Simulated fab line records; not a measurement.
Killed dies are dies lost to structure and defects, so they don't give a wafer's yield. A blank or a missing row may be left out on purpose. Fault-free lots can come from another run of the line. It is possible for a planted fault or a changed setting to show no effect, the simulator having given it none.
The tool behind it: which one?	flow gf180mcu	21 wafers from 7 lots sampled at 3 of the route's 602 steps

== WHAT THE GAUGES SHOWED, per wafer ==
GF_DUAL_GATE_OVL_MEAS_11.
lot	measured	on	DUAL_GATE_OVL (nm)
L942	day 9 04:40	overlay-02	-1.4 -1.9 -1.2
L944	day 9 08:51	overlay-02	0.9 1.8 -1.6
L948	day 10 09:57	overlay-01	-1.4 -1.1 0.8
L951	day 11 05:59	overlay-02	- - -
L959	day 13 11:25	overlay-02	-0.4 2.8 1.6
L961	day 14 02:57	overlay-01	2.1 1.8 2.3
L963	day 14 17:02	overlay-02	0.1 -0.4 0.9

== WHICH TOOL RAN EACH LOT (tool, then ch and the chambers of the sampled wafers, then the start) ==
lot	GF_DNWELL_STRIP_08	GF_DUAL_GATE_DEVELOP_10
L942	plasma asher-02 ch 0,1, day 3 12:23	litho track-03 ch 0, day 9 04:32
L944	plasma asher-02 ch 0,1, day 3 15:46	litho track-03 ch 0, day 9 08:42
L948	plasma asher-02 ch 0,1, day 4 09:49	litho track-02 ch 0, day 10 09:50
L951	plasma asher-03 ch 0,1, day 5 00:30	litho track-02 ch 0, day 11 05:52
L959	plasma asher-02 ch 0,1, day 6 17:51	litho track-03 ch 0, day 13 11:16
L961	plasma asher-01 ch 0,1, day 7 03:54	litho track-03 ch 0, day 14 02:48
L963	plasma asher-03 ch 0,1, day 7 15:03	litho track-02 ch 0, day 14 16:55
- GF_DNWELL_STRIP_08: strips in O2/N2.
- GF_DUAL_GATE_DEVELOP_10: develop time 60 s.

== THE ANSWER, worked out from the rows above alone ==
Rule: the lots themselves supply what counts as usual. Put in order of their means at a reading, lots are off if they are a third of the lots or fewer, leave a main group of 4 or more, and stand apart from it by a gap of 3 or more times the standard deviation of the main group's means; of several such gaps the widest counts. Not used: any main group whose means are identical at the precision the tables above print for the reading. Also off: a lot with no number at a reading for which 4 or more lots have one. Any other lot the step has rows for is counted as sound.
Off: L951, at GF_DUAL_GATE_OVL_MEAS_11 (DUAL_GATE_OVL). Without a number there: L951. The main group has a mean of 0.3 nm with a standard deviation of 1.2.
A tool fits if, at a process step before that reading, it ran every lot that is off, and no sound lot after the first of them. The gauges at GF_DUAL_GATE_OVL_MEAS_11 are tried like those tools. None of those tried fits.

== WHAT HAD BEEN PUT IN BY THE SIMULATOR ==
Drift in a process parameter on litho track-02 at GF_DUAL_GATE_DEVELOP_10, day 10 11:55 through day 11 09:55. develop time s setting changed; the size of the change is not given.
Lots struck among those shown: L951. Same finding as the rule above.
